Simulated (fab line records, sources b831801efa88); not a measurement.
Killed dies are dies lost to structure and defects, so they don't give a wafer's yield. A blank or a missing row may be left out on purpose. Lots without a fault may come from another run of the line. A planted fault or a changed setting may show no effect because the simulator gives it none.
fab line records | flow sky130
record lots=10 wafers=30 last_day=50
route steps=708 shown RES_XHIGH@360 LI_CONTACT@376 CONTACT@406
lots that met no fault: from a run of the same line without faults
start_h: hours from the record's first day to the start of the lot's first wafer shown | wait_h: hours since the lot's step before | " the same as in the row above | L1.1+2: a row that stands for several wafers | - no value, or no start given | * or withheld: withheld | < > ~ a bound
route shown NAME@n: a module of which the file shows steps, and the number in the route of the first | usual: mean/standard deviation of fault-free wafers | same: alike in all rows | chamber/n: place in a boat | sites: the reading at each site | _std_site: their standard deviation | _edge_site: outer sites' mean less inner sites' | radius_mm: how far each site lies from the wafer's centre | mask NAME#n: copy n | behind: the tool/chamber that last shaped the wafer | hold: why the lot was held/for how many hours/how that ended | device: the transistor (n, p or np) that didn't switch | end of line: the same wafers' tests at the end of the route | a step without rows: its recipe alone | killed: dies lost to structure and defects at the first sort, not the wafer's yield | map: a wafer's dies, x killed, . not, _ none there
set.NAME: the setting as run; set.NAME@STEP: as run at that earlier step | model.NAME: the simulator's own value behind a step, which no gauge read
steps of the route over a sample of lots; a table a step, a row a wafer
services: from which hour (start_h, from the record's first day; less than 0 if before it) a tool's chamber was out of use, for how many hours, and why
## steps
# step SKY_SD_N_RS_MEAS_18
# recipe thk_meas_gauge=four-point-probe
# usual RES_XHIGH_RS=333.1/1.1
# columns lot.wafer tool chamber start_h wait_h RES_XHIGH_RS[ohm/sq]
L236.1 film_metro-03 - 654.83 0.1 333.9
L236.4 " - " " 333.7
L236.6 " - " " 334.1
L239.2 film_metro-03 - 676.45 0.1 333.1
L239.3 " - " " 333.5
L239.5 " - " " 333.1
L243.1 film_metro-01 - 718.92 0.1 331.4
L243.2 " - " " 331.7
L243.6 " - " " 330.0
L244.1 film_metro-03 - 733.18 0.1 333.4
L244.2 " - " " 335.1
L244.4 " - " " 332.9
L246.2 film_metro-01 - 737.03 0.1 333.0
L246.3 " - " " 333.3
L246.4 " - " " 333.6
L247.1 film_metro-02 - 742.01 0.1 332.9
L247.4 " - " " 333.4
L247.5 " - " " 332.6
L248.1 film_metro-02 - 750.58 0.1 332.7
L248.4 " - " " 333.1
L248.5 " - " " 331.3
L249.1 film_metro-02 - 759.11 0.1 335.0
L249.2 " - " " 334.9
L249.5 " - " " 335.6
L254.2 film_metro-02 - 797.79 0.1 333.3
L254.4 " - " " 333.4
L254.5 " - " " 332.8
L259.2 film_metro-01 - 829.78 0.1 331.6
L259.4 " - " " 331.9
L259.5 " - " " 331.6
# step SKY_LI_CONTACT_ETCH_14
# recipe chemistry=N2/H2 target=BARC ion_energy_ev=200 source_w=500 bias_w=100 pressure_mtorr=30 n2_flow_sccm=100 h2_flow_sccm=200 stop_on=SiO2 time_s=45.9 target_depth_a=600
# usual chamber_pressure_mTorr=30.001/0.027 drypump_motor_current_A=5.7/0.49 oes_product_au=0.855/0.0048 throttle_valve_pct=13.225/0.0093
# columns lot.wafer tool chamber start_h wait_h chamber_pressure_mTorr drypump_motor_current_A oes_product_au rf_hours_counter_h throttle_valve_pct
L236.1 rie_diel-02 3 684.35 0.0 29.998 6.4 0.847 32 13.228
L236.4 " 1 " " 29.976 6.2 0.855 - 13.229
L236.6 " 2 " " 29.979 5.9 0.856 - 13.237
L239.2 rie_diel-02 3 705.47 0.0 29.965 6.4 0.853 33 13.219
L239.3 " 2 " " 30.021 5.9 0.850 15 13.226
L239.5 " 2 " " 30.015 5.9 0.848 - 13.237
L243.1 rie_diel-02 2 746.85 0.0 30.013 5.9 0.857 16 13.226
L243.2 " 0 " " 29.962 5.6 0.847 2 13.239
L243.6 " 1 " " 29.994 6.1 0.857 - 13.213
L244.1 rie_diel-02 0 761.15 0.0 30.004 5.7 0.856 2 13.240
L244.2 " 3 " " 30.051 6.5 0.852 34 13.226
L244.4 " 3 " " 30.022 6.4 0.852 - 13.229
L246.2 rie_diel-01 2 765.75 0.0 29.972 5.2 0.854 27 13.231
L246.3 " 3 " " 29.950 5.3 0.853 35 13.225
L246.4 " 1 " " 30.064 6.2 0.848 4 13.222
L247.1 rie_diel-02 3 770.82 0.0 30.028 6.4 0.849 34 13.223
L247.4 " 2 " " 29.983 5.9 0.849 - 13.211
L247.5 " 3 " " 30.037 6.4 0.858 - 13.221
L248.1 rie_diel-02 0 778.80 0.0 30.003 5.6 0.852 3 13.223
L248.4 " 3 " " 30.035 6.4 0.854 - 13.226
L248.5 " 2 " " 29.980 5.9 0.853 - 13.218
L249.1 rie_diel-04 1 785.67 0.0 29.983 6.3 0.856 1 13.231
L249.2 " 0 " " 29.989 4.9 0.850 2 13.230
L249.5 " 3 " " 30.007 5.4 0.852 - 13.234
L254.2 rie_diel-04 1 825.47 0.0 30.029 6.3 0.858 3 13.227
L254.4 " 0 " " 29.949 4.9 0.859 4 13.246
L254.5 " 2 " " 30.035 5.5 0.854 - 13.240
L259.2 rie_diel-04 3 857.40 0.0 30.008 5.4 0.855 8 13.214
L259.4 " 0 " " 29.997 4.9 0.856 4 13.223
L259.5 " 1 " " 29.964 6.3 0.861 - 13.235
# step SKY_CONTACT_CVD_00
# recipe material=Si3N4 target_thk_nm=75 temp_c=400 time_s=withheld rf_w=450
# usual heater_power_outer_w=430/68 heater_power_w=736/84 rf_fwd_power_W=444.7/2.3
# columns lot.wafer tool chamber start_h wait_h heater_power_outer_w heater_power_w rf_fwd_power_W
L236.1 pecvd-02 0 715.62 0.0 611 892 446.0
L236.4 " 1 " " 477 830 448.9
L236.6 " 0 " " 619 913 444.2
L239.2 pecvd-03 2 736.03 0.0 392 679 444.6
L239.3 " 1 " " 443 781 444.6
L239.5 " 1 " " 456 777 443.7
L243.1 pecvd-03 1 777.61 0.0 453 770 448.0
L243.2 " 2 " " 410 719 446.9
L243.6 " 0 " " 413 712 440.7
L244.1 pecvd-01 0 789.65 0.0 348 618 443.8
L244.2 " 1 " " 353 701 440.6
L244.4 " 1 " " 359 714 441.6
L246.2 pecvd-01 2 794.88 0.0 551 913 445.7
L246.3 " 0 " " 389 682 445.0
L246.4 " 0 " " 417 693 445.1
L247.1 pecvd-01 1 799.64 0.0 372 736 513.3
L247.4 " 0 " " 402 671 514.6
L247.5 " 2 " " 478 844 517.0
L248.1 pecvd-02 1 807.73 0.0 462 821 446.0
L248.4 " 1 " " 476 841 444.2
L248.5 " 0 " " 604 904 444.5
L249.1 pecvd-01 0 814.91 0.0 398 649 516.1
L249.2 " 1 " " 394 741 516.3
L249.5 " 1 " " 399 782 513.9
L254.2 pecvd-02 0 853.86 0.0 567 871 445.1
L254.4 " 1 " " 411 735 444.6
L254.5 " 0 " " 564 854 446.3
L259.2 pecvd-01 2 885.58 0.0 464 764 443.5
L259.4 " 0 " " 432 698 444.3
L259.5 " 1 " " 378 739 441.7
# step SKY_CONTACT_THK_MEAS_01
# recipe reads=Si3N4_of_CONTACT_CVD_00
# usual CONTACT_CVD_00_THK=75.0/1
# columns lot.wafer tool chamber start_h wait_h CONTACT_CVD_00_THK[nm]
L236.1 film_metro-03 - 715.65 - 75.3
L236.4 " - " " 76.8
L236.6 " - " " 75.7
L239.2 film_metro-03 - 736.08 - 74.7
L239.3 " - " " 73.5
L239.5 " - " " 74.8
L243.1 film_metro-01 - 777.64 - 74.6
L243.2 " - " " 74.5
L243.6 " - " " 75.4
L244.1 film_metro-01 - 789.70 - 75.3
L244.2 " - " " 74.2
L244.4 " - " " 75.7
L246.2 film_metro-01 - 794.93 - 74.4
L246.3 " - " " 74.8
L246.4 " - " " 75.8
L247.1 film_metro-03 - 799.68 - 78.0
L247.4 " - " " 79.7
L247.5 " - " " 78.7
L248.1 film_metro-03 - 807.76 - 77.0
L248.4 " - " " 78.2
L248.5 " - " " 76.0
L249.1 film_metro-04 - 814.94 - 79.0
L249.2 " - " " 78.8
L249.5 " - " " 78.6
L254.2 film_metro-01 - 853.90 - 73.8
L254.4 " - " " 77.4
L254.5 " - " " 75.0
L259.2 film_metro-04 - 885.62 - 74.3
L259.4 " - " " 76.2
L259.5 " - " " 75.7
# step SKY_CONTACT_ETCH_18
# recipe target=Si3N4 chemistry=CHF3/O2 stop_on=TiN source_w=600 bias_w=200 pressure_mtorr=40 chf3_flow_sccm=50 O2_flow_sccm=5 time_s=39 target_depth_a=750
# usual chamber_pressure_mTorr=40.00/0.039 chf3_flow_sccm=50.02/0.14 drypump_motor_current_A=5.6/0.43 oes_product_au=0.856/0.0077 throttle_valve_pct=8.793/0.0087
# columns lot.wafer tool chamber start_h wait_h chamber_pressure_mTorr chf3_flow_sccm drypump_motor_current_A oes_product_au rf_hours_counter_h throttle_valve_pct
L236.1 rie_diel-02 2 - - 40.00 50.12 5.9 0.860 16 8.810
L236.4 " 1 " " 40.03 50.35 6.1 0.870 - 8.796
L236.6 " 2 " " 40.04 49.78 5.9 0.864 - 8.799
L239.2 rie_diel-02 0 - - 40.01 50.07 5.6 0.851 2 8.808
L239.3 " 3 " " 39.98 50.18 6.4 0.847 34 8.789
L239.5 " 0 " " 40.01 49.71 5.6 0.848 - 8.792
L243.1 rie_diel-01 1 - - 39.98 50.20 6.1 0.849 5 8.786
L243.2 " 2 " " 40.00 50.02 5.2 0.856 29 8.806
L243.6 " 3 " " 40.02 50.07 5.3 0.869 - 8.785
L244.1 rie_diel-02 0 - - 40.00 49.93 5.6 0.850 4 8.793
L244.2 " 2 " " 40.06 49.94 5.9 0.847 19 8.793
L244.4 " 2 " " 40.01 49.80 6.0 0.858 - 8.792
L246.2 rie_diel-01 2 - - 40.00 49.71 5.2 0.845 29 8.785
L246.3 " 1 " " 40.03 50.02 6.1 0.850 6 8.789
L246.4 " 0 " " 40.02 49.94 5.0 0.861 - 8.799
L247.1 rie_diel-02 0 - - 39.99 50.22 5.6 0.870 4 8.794
L247.4 " 3 " " 40.03 50.02 6.4 0.887 - 8.804
L247.5 " 2 " " 39.97 50.01 5.9 0.881 - 8.780
L248.1 rie_diel-01 2 - - 39.96 50.18 5.2 0.865 30 8.792
L248.4 " 0 " " 40.05 50.13 4.9 0.864 - 8.805
L248.5 " 2 " " 40.05 50.09 5.2 0.861 - 8.786
L249.1 rie_diel-02 1 - - 39.95 50.23 6.1 0.880 0 8.786
L249.2 " 2 " " 39.95 50.18 5.9 0.877 20 8.799
L249.5 " 0 " " 40.03 49.84 5.6 0.881 - 8.787
L254.2 rie_diel-02 0 - - 40.03 49.97 5.7 0.852 6 8.785
L254.4 " 2 " " 40.05 50.04 5.9 0.870 21 8.792
L254.5 " 3 " " 39.99 49.86 6.5 0.849 - 8.793
L259.2 rie_diel-03 1 - - 39.99 49.78 5.2 0.844 10 8.782
L259.4 " 0 " " 39.93 49.94 5.6 0.857 9 8.799
L259.5 " 3 " " 40.07 49.89 5.5 0.856 - 8.798
# step SKY_CONTACT_STRIP_19
# recipe chemistry=O2/N2 power_w=1400 pressure_mtorr=1500 platen_temp_c=withheld o2_flow_sccm=3000 n2_flow_sccm=300 overash_fraction=0.5
# usual chamber_pressure_mTorr=1500.0/1.3 drypump_motor_current_A=5.9/0.31 oes_product_au=0.380/0.0047 strip_time_to_endpoint_s=3.61/0.03
# columns lot.wafer tool chamber start_h wait_h chamber_pressure_mTorr drypump_motor_current_A oes_product_au rf_hours_counter_h strip_time_to_endpoint_s
L236.1 plasma_asher-02 0 743.72 - 1501.0 5.7 0.371 59 3.60
L236.4 " 0 " " 1502.9 5.7 0.372 - 3.55
L236.6 " 0 " " 1498.4 5.7 0.382 - 3.57
L239.2 plasma_asher-03 0 764.30 - 1500.3 5.9 0.387 2 3.60
L239.3 " 0 " " 1501.7 5.9 0.379 - 3.64
L239.5 " 0 " " 1500.3 5.9 0.372 - 3.63
L243.1 plasma_asher-01 0 805.52 - 1498.5 6.3 0.380 38 3.65
L243.2 " 1 " " 1499.5 5.1 0.379 38 3.67
L243.6 " 0 " " 1500.4 6.3 0.377 - 3.64
L244.1 plasma_asher-02 1 817.72 - 1499.3 6.2 0.389 66 3.59
L244.2 " 0 " " 1499.9 5.7 0.383 66 3.63
L244.4 " 1 " " 1499.8 6.3 0.382 - 3.64
L246.2 plasma_asher-03 1 822.23 - 1502.4 6.1 0.382 8 3.62
L246.3 " 1 " " 1500.8 6.1 0.380 - 3.63
L246.4 " 0 " " 1500.2 5.9 0.375 - 3.63
L247.1 plasma_asher-02 1 827.60 - 1499.2 6.3 0.381 67 3.57
L247.4 " 0 " " 1499.4 5.7 0.377 - 3.54
L247.5 " 1 " " 1500.0 6.2 0.394 - 3.60
L248.1 plasma_asher-03 1 835.13 - 1500.2 6.1 0.380 9 3.63
L248.4 " 0 " " 1500.1 5.9 0.373 - 3.61
L248.5 " 0 " " 1499.9 5.9 0.377 - 3.62
L249.1 plasma_asher-03 1 842.02 - 1500.2 6.1 0.375 10 3.60
L249.2 " 0 " " 1501.3 5.9 0.378 10 3.62
L249.5 " 0 " " 1500.1 5.9 0.383 - 3.61
L254.2 plasma_asher-03 0 880.10 - 1499.6 5.9 0.376 14 3.64
L254.4 " 0 " " 1500.9 5.9 0.380 - 3.64
L254.5 " 0 " " 1499.1 5.9 0.376 - 3.59
L259.2 plasma_asher-01 0 912.27 - 1501.6 6.3 0.388 48 3.59
L259.4 " 0 " " 1499.0 6.3 0.376 - 3.56
L259.5 " 0 " " 1499.9 6.3 0.376 - 3.64
## services
# columns tool chamber start_h hours kind
pecvd-01 - 671.41 2.4 repair
rie_diel-01 0 672.63 13.6 repair
rie_diel-04 1 676.55 17.4 repair
rie_diel-02 1 696.65 7.3 repair
rie_diel-04 0 701.90 3.7 repair
rie_diel-01 - 712.34 0.4 repair
rie_diel-02 3 713.90 2.2 repair
rie_diel-02 3 730.84 21.7 repair
plasma_asher-03 - 733.75 9.0 pm
rie_diel-04 1 734.56 3.8 repair
rie_diel-02 1 753.66 39.3 repair
pecvd-02 - 761.19 4.3 pm
rie_diel-04 - 763.49 2.8 pm
rie_diel-04 2 771.16 26.9 repair
rie_diel-01 - 774.49 0.1 repair
rie_diel-01 0 804.24 1.6 repair
pecvd-01 1 823.23 27.7 repair
pecvd-01 - 835.25 1.0 repair
plasma_asher-03 - 869.30 0.8 repair
rie_diel-01 1 886.34 5.3 repair
pecvd-01 - 888.35 15.6 pm
rie_diel-01 1 905.26 10.7 repair
rie_diel-02 - 907.79 10.7 repair
plasma_asher-03 - 908.75 2.7 repair
## key
first_sign step=SKY_CONTACT_CVD_00 reading=rf_fwd_power_W direction=up sigmas=31 usual=444.7 struck=515.2
effect step=SKY_CONTACT_THK_MEAS_01 reading=CONTACT_CVD_00_THK direction=up sigmas=3.6 usual=75.0 struck=78.8
effect step=SKY_CONTACT_ETCH_18 reading=oes_product_au direction=up sigmas=3.1 usual=0.856 struck=0.879
met_at SKY_CONTACT_CVD_00
struck_lots L247,L249
tester_left_out L247,L249
not_acting_at SKY_SD_N_RS_MEAS_18,SKY_LI_CONTACT_ETCH_14,SKY_CONTACT_STRIP_19
onset_between 794.88 799.64
fault kind=process_parameter_drift tool=pecvd-01 chamber=- onset_h=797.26 steps=SKY_CONTACT_CVD_00 channel=rf_w offset=72 shape=step end_h=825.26 acts_in=these_recipes_only stated=450
# tester_left_out: of these lots the tester's yield and bins aren't shown, on N5 and GAA mostly nor the transistor test; their killed dies are dies lost to structure and defects alone, not to doping, threshold or leakage, so they don't give the yield
